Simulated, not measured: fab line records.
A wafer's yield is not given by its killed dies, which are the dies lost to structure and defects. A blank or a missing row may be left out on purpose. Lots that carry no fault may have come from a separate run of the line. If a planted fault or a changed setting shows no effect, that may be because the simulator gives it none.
Which tool did it? ; flow gf180mcu ; 36 wafers from 12 lots sampled at 3 of the route's 602 steps

## WHAT THE GAUGES READ, wafer by wafer
GF_DUAL_GATE_THK_MEAS_03.
lot;measured;on;DUAL_GATE_OXIDATION_00_THK (nm)
L725;day 8 01:13;film-metro-02;11.23 11.20 11.16
L726;day 8 03:31;film-metro-02;10.74 10.76 10.81
L728;day 8 15:14;film-metro-01;10.87 10.72 10.78
L729;day 8 20:30;film-metro-01;10.73 10.83 10.86
L732;day 9 17:06;film-metro-01;10.39 10.20 10.16
L739;day 11 17:58;film-metro-03;10.36 10.20 10.47
L740;day 12 05:31;film-metro-02;10.53 10.59 10.53
L741;day 12 06:26;film-metro-03;7.45 7.44 7.45
L742;day 12 15:41;film-metro-01;7.06 7.20 7.11
L743;day 12 22:25;film-metro-02;10.81 10.64 10.82
L745;day 14 04:22;film-metro-02;10.45 10.60 10.56
L747;day 14 17:22;film-metro-03;10.65 10.60 10.66

GF_V1_OVL_MEAS_15.
lot;measured;on;V1_OVL (nm)
L725;day 18 13:30;overlay-02;4 -3 -1
L726;day 18 19:13;overlay-02;2 6 -3
L728;day 19 11:58;overlay-02;0 9 5
L729;day 19 15:17;overlay-01;0 3 -5
L732;day 20 21:33;overlay-02;-8 1 -7
L739;day 23 12:05;overlay-01;0 2 3
L740;day 24 01:50;overlay-01;-8 -7 -2
L741;day 24 04:02;overlay-02;5 4 5
L742;day 24 12:19;overlay-02;5 1 7
L743;day 24 19:50;overlay-02;4 7 7
L745;day 26 04:35;overlay-01;9 14 15
L747;day 26 18:50;overlay-02;-9 -10 -11

## TOOL THAT RAN EACH LOT (tool first, then ch and the chambers of the sampled wafers, then the start)
lot;GF_DUAL_GATE_OXIDATION_02
L725;furnace-02 ch 0, day 7 23:46
L726;furnace-01 ch 0, day 8 02:04
L728;furnace-01 ch 0, day 8 13:47
L729;furnace-01 ch 0, day 8 19:04
L732;furnace-01 ch 0, day 9 15:38
L739;furnace-01 ch 0, day 11 16:31
L740;furnace-02 ch 0, day 12 04:04
L741;furnace-01 ch 0, day 12 04:59
L742;furnace-01 ch 0, day 12 14:14
L743;furnace-02 ch 0, day 12 20:58
L745;furnace-02 ch 0, day 14 02:55
L747;furnace-02 ch 0, day 14 15:55
- GF_DUAL_GATE_OXIDATION_02: stabilise 600 s, purge 300 s, target thk 10.887 nm.

## WHAT THE TOOLS THEMSELVES READ (means of the sampled wafers that have a number; where no wafer has one, the mark that the record gives instead)
GF_DUAL_GATE_OXIDATION_02.
lot;tool;spike-tc-bottom-C (C);spike-tc-centre-C (C);spike-tc-lower-C (C);spike-tc-top-C (C);spike-tc-upper-C (C);tube-center-temp-C (C);tube_center_temp_C_max;zone-power-centre-pct (%)
L725;furnace-02;917.2;899.7;900.3;912.3;899.9;899.97;902.4;19.3
L726;furnace-01;917.6;900.6;901.7;914.2;900.1;900.02;902.3;18.2
L728;furnace-01;918.6;900.8;902.5;914.7;900.0;900.02;902.0;18.3
L729;furnace-01;916.8;901.5;902.8;914.3;900.4;900.08;902.4;18.3
L732;furnace-01;919.0;901.1;902.0;914.4;901.4;900.03;902.1;18.5
L739;furnace-01;917.5;900.8;901.4;914.3;899.2;899.98;902.8;18.4
L740;furnace-02;917.2;900.0;901.1;911.0;899.0;899.99;902.4;19.7
L741;furnace-01;886.0;868.7;869.6;882.8;868.7;868.09;870.5;17.1
L742;furnace-01;886.1;868.7;869.8;883.5;869.0;867.99;870.4;17.0
L743;furnace-02;917.8;899.3;900.4;910.7;899.1;899.96;902.1;19.3
L745;furnace-02;918.5;899.2;899.7;911.6;899.0;899.99;902.4;19.3
L747;furnace-02;916.7;899.7;900.7;910.3;899.2;900.00;902.1;19.4

## THE ANSWER, worked out from the rows above alone
Rule: what is usual is taken from the lots themselves. The widest of any qualifying gaps counts: lots, ordered by their means at a reading, are off when they make up no more than a third of the lots, leave a main group of 4 or more, and stand apart from it by 3 or more times the standard deviation of that group's means. A main group whose means are all the same, to the digits that the tables above print for the reading, isn't used. Also off: a lot with no number at a reading for which 4 or more lots have one. Any other lot the step has rows for is counted as sound. The gauges are gone through in route order, then the tools' own readings, and for those a lot's mean is taken as printed above. The first step at which some lot is off is used, and at that step the reading that is off furthest; a lot without a number counts as furthest.
Off: L741, L742, seen at GF_DUAL_GATE_THK_MEAS_03 (DUAL_GATE_OXIDATION_00_THK). Mean 10.66 nm and standard deviation 0.25 in the main group.
A tool fits if, at a process step before that reading, it ran every lot that is off, and no sound lot after the first of them. Not tried: the gauges at GF_DUAL_GATE_THK_MEAS_03; whatever is off there is also off at GF_DUAL_GATE_OXIDATION_02, on other tools, and gauge error can't account for it. One fits: furnace-01 at GF_DUAL_GATE_OXIDATION_02. A fault onset in the window from L739 (day 11 16:31, its last sound lot) to L741 (day 12 04:59, its first lot off) fits.
The tool's own readings at GF_DUAL_GATE_OXIDATION_02 bear it out: on the lots that are off they differ by more than 5 times the standard deviation of the sound lots' means. spike-tc-bottom-C reads 886.0 C there against 917.7 C on the sound lots; spike-tc-centre-C reads 868.7 C there against 900.3 C on the sound lots; spike-tc-lower-C reads 869.7 C there against 901.3 C on the sound lots; spike-tc-top-C reads 883.1 C there against 912.8 C on the sound lots; spike-tc-upper-C reads 868.9 C there against 899.7 C on the sound lots; tube-center-temp-C reads 868.04 C there against 900.00 C on the sound lots; tube_center_temp_C_max reads 870.5 there against 902.3 on the sound lots.

## WHAT THE SIMULATOR HAD PUT IN
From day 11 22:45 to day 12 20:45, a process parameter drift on furnace-01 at GF_DUAL_GATE_OXIDATION_02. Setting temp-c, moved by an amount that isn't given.
Lots struck among those shown: L741, L742. This agrees with what the rule above found.
